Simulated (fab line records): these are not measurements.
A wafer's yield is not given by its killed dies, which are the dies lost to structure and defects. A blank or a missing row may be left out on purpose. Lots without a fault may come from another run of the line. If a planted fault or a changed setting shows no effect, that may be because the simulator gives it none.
Matching of chambers ; flow gf180mcu ; GF_V2_CMP_26 on cmp-02 has 4 sister chambers
The step polishes, stops on SiO2, t overpolish 15 s, target thk 0 nm. 8 wafers are shown with their chamber, then 7 later ones without.

EACH WAFER AND ITS CHAMBER
wafer;chamber;motorCurrentA (A);edgeZonePressureFrac
L480.3;0;9.1;0.999
L480.6;1;11.5;0.996
L482.4;1;11.4;1.003
L482.6;3;10.2;0.984
L493.5;2;11.4;0.995
L493.6;3;10.0;0.994
L495.2;2;12.2;1.004
L495.3;0;9.3;0.998

WAFERS MISSING THEIR CHAMBER
wafer;motorCurrentA (A);edgeZonePressureFrac
L495.6;9.6;1.009
L496.2;9.5;1.001
L496.3;10.5;0.999
L496.4;11.0;0.997
L499.2;11.6;0.993
L499.5;11.7;1.000
L499.6;9.7;1.007

WHICH CHAMBER EACH WENT THROUGH
wafer;from the rows above;in truth
L495.6;can't be placed: 0 or 3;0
L496.2;can't be placed: 0 or 3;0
L496.3;can't be placed: 3 or 1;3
L496.4;can't be placed: 1 or 2 or 3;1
L499.2;can't be placed: 1 or 2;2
L499.5;can't be placed: 2 or 1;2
L499.6;can't be placed: 0 or 3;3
Placed correctly: 0 of 7. These rows do not allow placing 7 (true chamber among the candidates in 7). Wrongly placed: 0.
How it was worked out, from the rows above alone: a wafer's distance from a chamber is the root of the sum, over the readings, of the square of ((its reading less the chamber's mean) divided by the reading's scatter). If the next closest chamber is less than 2 further off than the closest, the wafer can't be placed; otherwise it belongs to the closest. A chamber's mean is the mean of its shown wafers. How the scatter is found: for the shown wafers, subtract from each reading the mean of its chamber, square and add these, divide the total by (wafers less chambers), then take the root.
